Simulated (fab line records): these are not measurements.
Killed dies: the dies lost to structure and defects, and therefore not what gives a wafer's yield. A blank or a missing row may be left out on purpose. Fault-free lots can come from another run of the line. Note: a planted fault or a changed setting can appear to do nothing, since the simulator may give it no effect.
Which tool was responsible? + flow sfqLine + 7 lots with 21 wafers sampled at 2 steps, on a route of 325 steps

## WHAT THE GAUGES READ, wafer by wafer
SFQ_L0_RS_MEAS_901: measurement is done with a four-point probe.
| lot  | measured    | on           | L0_MONX_KI_RS (ohm/sq) |
|------|-------------|--------------|------------------------|
| L946 | day 2 08:34 | filmMetro-04 | 43.8 43.6 43.5         |
| L948 | day 2 18:35 | filmMetro-02 | 43.2 43.8 43.5         |
| L950 | day 3 04:36 | filmMetro-03 | 43.8 43.2 43.8         |
| L953 | day 3 19:34 | filmMetro-04 | 43.9 43.7 43.9         |
| L955 | day 4 05:35 | filmMetro-03 | 43.7 43.7 43.8         |
| L962 | day 5 16:35 | filmMetro-02 | 45.0 46.6 46.1         |
| L964 | day 6 02:37 | filmMetro-03 | 43.8 43.9 43.0         |

## EACH LOT AND THE TOOL THAT RAN IT (in order: tool; ch and the chambers of the sampled wafers; start)
| lot  | SFQ_TRILAYER_L0_DEP_SPUTTER_003 |
|------|---------------------------------|
| L946 | pvdSputter-03, day 2 08:29      |
| L948 | pvdSputter-05, day 2 18:29      |
| L950 | pvdSputter-04, day 3 04:29      |
| L953 | pvdSputter-05, day 3 19:29      |
| L955 | pvdSputter-03, day 4 05:29      |
| L962 | pvdSputter-04, day 5 16:29      |
| L964 | pvdSputter-03, day 6 02:29      |
- SFQ_TRILAYER_L0_DEP_SPUTTER_003: material MoNx KI, target thk 40 nm, time 100 s.

## THE ANSWER, worked out from the rows above alone
Rule: the lots themselves supply what counts as usual. The widest of any qualifying gaps counts: lots, ordered by their means at a reading, are off when they make up no more than a third of the lots, leave a main group of 4 or more, and stand apart from it by 3 or more times the standard deviation of that group's means. The tables above print the reading to a certain number of digits; a main group whose means all agree to those digits is not used. A lot without any number at a reading at which 4 lots or more have one is off too. Any other lot the step has rows for is counted as sound.
Off: L962, at SFQ_L0_RS_MEAS_901 (L0_MONX_KI_RS). Main group: mean 43.6 ohm/sq, sd 0.11.
If a tool, at a process step before that reading, ran all the lots that are off and no sound lot after the first of them, it fits. The gauges at SFQ_L0_RS_MEAS_901 are tried like those tools. Can't be told from this: 2 tools fit, pvdSputter-04 at SFQ_TRILAYER_L0_DEP_SPUTTER_003, filmMetro-02 at SFQ_L0_RS_MEAS_901.

## WHAT THE SIMULATOR HAD PUT IN
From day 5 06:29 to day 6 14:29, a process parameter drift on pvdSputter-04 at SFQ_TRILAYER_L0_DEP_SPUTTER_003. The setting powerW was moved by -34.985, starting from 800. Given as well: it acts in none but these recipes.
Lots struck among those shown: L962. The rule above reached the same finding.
